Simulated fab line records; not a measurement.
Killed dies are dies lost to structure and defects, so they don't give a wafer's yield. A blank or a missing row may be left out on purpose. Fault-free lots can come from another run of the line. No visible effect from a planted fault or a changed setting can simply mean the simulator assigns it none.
What tool caused it? | flow sfq line | Sampling: 13 lots, 39 wafers, 5 of 325 route steps

WHAT THE GAUGES READ, wafer by wafer
SFQ_L0V_OVL_MEAS_903. Usual: L0V_OVL gives 3 nm (standard deviation 5.1).
lot  | measured     | on         | L0V_OVL (nm) | flag
L487 | day 4 21:58  | overlay-01 | 1 -2 0       |
L488 | day 4 23:10  | overlay-02 | 6 2 6        |
L489 | day 7 16:17  | overlay-01 | 4 7 3        |
L490 | day 8 09:20  | overlay-01 | -3 -11 -3    |
L491 | day 8 22:32  | overlay-01 | 6 7 5        |
L492 | day 9 04:32  | overlay-01 | 6 7 4        |
L497 | day 10 18:04 | overlay-01 | 3 3 -3       |
L503 | day 12 15:50 | overlay-01 | -4 7 8       |
L504 | day 13 00:13 | overlay-01 | 7 -2 -4      |
L505 | day 13 06:08 | overlay-01 | 3 4 -9       |
L506 | day 13 12:08 | overlay-02 | 3 2 7        |
L509 | day 14 07:20 | overlay-01 | -2 13 9      |
L510 | day 14 16:56 | overlay-02 | 1 4 3        |

SFQ_M0_OVL_MEAS_906. Usual: M0_OVL gives 0 nm (standard deviation 5.5).
lot  | measured     | on         | M0_OVL (nm) | flag
L487 | day 8 16:32  | overlay-02 | 3 -4 9      |
L488 | day 8 18:56  | overlay-02 | -1 3 5      |
L489 | day 11 21:50 | overlay-02 | 5 2 7       |
L490 | day 12 13:25 | overlay-01 | -2 -1 -4    |
L491 | day 13 05:02 | overlay-02 | 1 3 2       |
L492 | day 13 06:14 | overlay-02 | 11 7 5      |
L497 | day 13 12:13 | overlay-01 | -5 -7 -4    |
L503 | day 13 20:38 | overlay-01 | 3 3 4       |
L504 | day 13 21:49 | overlay-01 | -6 -7 -8    |
L505 | day 13 23:14 | overlay-01 | -11 -8 -16  |
L506 | day 14 00:14 | overlay-01 | -7 -6 -1    |
L509 | day 14 10:48 | overlay-02 | 1 2 5       |
L510 | day 14 20:23 | overlay-02 | -8 -6 3     |

SFQ_M1_OVL_MEAS_911. Usual: M1_OVL gives 8 nm (standard deviation 5.2).
lot  | measured     | on         | M1_OVL (nm) | flag
L487 | day 16 19:14 | overlay-01 | 11 12 15    |
L488 | day 16 20:26 | overlay-01 | 4 8 6       |
L489 | day 16 22:50 | overlay-02 | 12 9 10     |
L490 | day 17 07:13 | overlay-01 | 6 3 6       |
L491 | day 17 17:07 | overlay-02 | -3 0 7      |
L492 | day 18 01:29 | overlay-02 | 1 2 1       |
L497 | day 18 13:59 | overlay-01 | 4 2 11      |
L503 | day 19 06:16 | overlay-02 | 13 14 13    |
L504 | day 19 08:40 | overlay-02 | 10 8 11     |
L505 | day 19 09:52 | overlay-01 | 15 15 10    |
L506 | day 19 11:04 | overlay-01 | 8 10 10     |
L509 | day 19 23:35 | overlay-01 | 11 12 9     |
L510 | day 20 10:59 | overlay-02 | 4 1 6       |

WHAT TOOL EACH LOT RAN ON (gives the tool, then ch and the chambers of the sampled wafers, and finally the start)
lot  | SFQ_TRILAYER_L0_CAP_PECVD_011   | SFQ_TRILAYER_L0_VIA_ETCH_VIA_ETCH_016
L487 | pecvd-04 ch 0,1,2, day 2 11:16  | rie diel-04 ch 0,2, day 4 22:02
L488 | pecvd-04 ch 0,2, day 2 13:41    | rie diel-01 ch 0,3, day 4 23:14
L489 | pecvd-03 ch 0,1,2, day 4 07:53  | rie diel-02 ch 0,2,3, day 7 16:21
L490 | pecvd-03 ch 0,1, day 4 16:50    | rie diel-01 ch 1,2, day 8 09:24
L491 | pecvd-03 ch 0,2, day 5 06:23    | rie diel-02 ch 0,2,3, day 8 22:36
L492 | pecvd-04 ch 0,1,2, day 5 13:07  | rie diel-01 ch 1,2, day 9 04:36
L497 | pecvd-01 ch 0,2, day 6 18:23    | rie diel-04 ch 0,1,3, day 10 18:09
L503 | pecvd-04 ch 0,1, day 8 13:49    | rie diel-01 ch 0,2,3, day 12 15:54
L504 | pecvd-03 ch 0,1, day 8 21:01    | rie diel-01 ch 1,2,3, day 13 00:18
L505 | pecvd-04 ch 0,1,2, day 9 00:37  | rie diel-02 ch 0,1,2, day 13 06:13
L506 | pecvd-04 ch 0,1,2, day 9 04:13  | rie diel-01 ch 0,3, day 13 12:13
L509 | pecvd-04 ch 0,1, day 9 23:25    | rie diel-04 ch 1,2,3, day 14 07:25
L510 | pecvd-01 ch 0,1,2, day 10 07:49 | rie diel-02 ch 0,2,3, day 14 17:01
- SFQ_TRILAYER_L0_CAP_PECVD_011: deposits SiO2 from SiH4/N2O, time 13.333 s, target thk 60 nm.
- SFQ_TRILAYER_L0_VIA_ETCH_VIA_ETCH_016: etches SiO2 in CHF3, stops on MoNx KI, target depth 80 nm.

WHAT THE TOOLS THEMSELVES READ (means of the sampled wafers that have a number; where no wafer has one, the mark that the record gives instead)
SFQ_TRILAYER_L0_CAP_PECVD_011. Usual: heater power w 84 W, standard deviation 7.1; throttle valve pct 25.4 %, standard deviation 2.9.
lot  | tool     | heater power w (W) | throttle valve pct (%) | flag
L487 | pecvd-04 | 79                 | 23.0                   |
L488 | pecvd-04 | 83                 | 22.6                   |
L489 | pecvd-03 | 87                 | 27.3                   |
L490 | pecvd-03 | 87                 | 26.2                   |
L491 | pecvd-03 | 86                 | 29.3                   |
L492 | pecvd-04 | 79                 | 23.0                   |
L497 | pecvd-01 | 85                 | 29.2                   |
L503 | pecvd-04 | 82                 | 23.2                   |
L504 | pecvd-03 | 83                 | 28.4                   |
L505 | pecvd-04 | 82                 | 23.2                   |
L506 | pecvd-04 | 77                 | 23.1                   |
L509 | pecvd-04 | 90                 | 23.1                   |
L510 | pecvd-01 | 88                 | 22.9                   |

SFQ_TRILAYER_L0_VIA_ETCH_VIA_ETCH_016. Usual: drypump motor current A 5.6 A, standard deviation 0.59; oes product au 0.841 a.u., standard deviation 0.0075.
lot  | tool        | drypump motor current A (A) | oes product au (a.u.) | flag
L487 | rie diel-04 | 6.1                         | 0.850                 |
L488 | rie diel-01 | 6.0                         | 0.843                 |
L489 | rie diel-02 | 6.1                         | 0.843                 |
L490 | rie diel-01 | 4.9                         | 0.838                 |
L491 | rie diel-02 | 6.1                         | 0.847                 |
L492 | rie diel-01 | 4.9                         | 0.839                 |
L497 | rie diel-04 | 5.7                         | 0.821                 |
L503 | rie diel-01 | 5.5                         | 0.838                 |
L504 | rie diel-01 | 4.9                         | 0.850                 |
L505 | rie diel-02 | 5.7                         | 0.840                 |
L506 | rie diel-01 | 6.0                         | 0.841                 |
L509 | rie diel-04 | 5.7                         | 0.846                 |
L510 | rie diel-02 | 6.0                         | 0.842                 |

THE ANSWER, worked out from the rows above alone
Rule: take the mean of a lot's wafers that have a number; if it is more than 3 standard deviations from the usual mean, the lot is off. A lot without any number at a reading at which 4 lots or more have one is off too. Any other lot the step has rows for is counted as sound. First the gauges in route order, then the tools' own readings, where a lot's mean is used as printed above. At the first step where some lot is off, the reading lying furthest off is the one used; lots without a number count as furthest.
Across all readings shown, no lot is off: no conclusion can be drawn from this.

WHAT WAS PUT IN BY THE SIMULATOR
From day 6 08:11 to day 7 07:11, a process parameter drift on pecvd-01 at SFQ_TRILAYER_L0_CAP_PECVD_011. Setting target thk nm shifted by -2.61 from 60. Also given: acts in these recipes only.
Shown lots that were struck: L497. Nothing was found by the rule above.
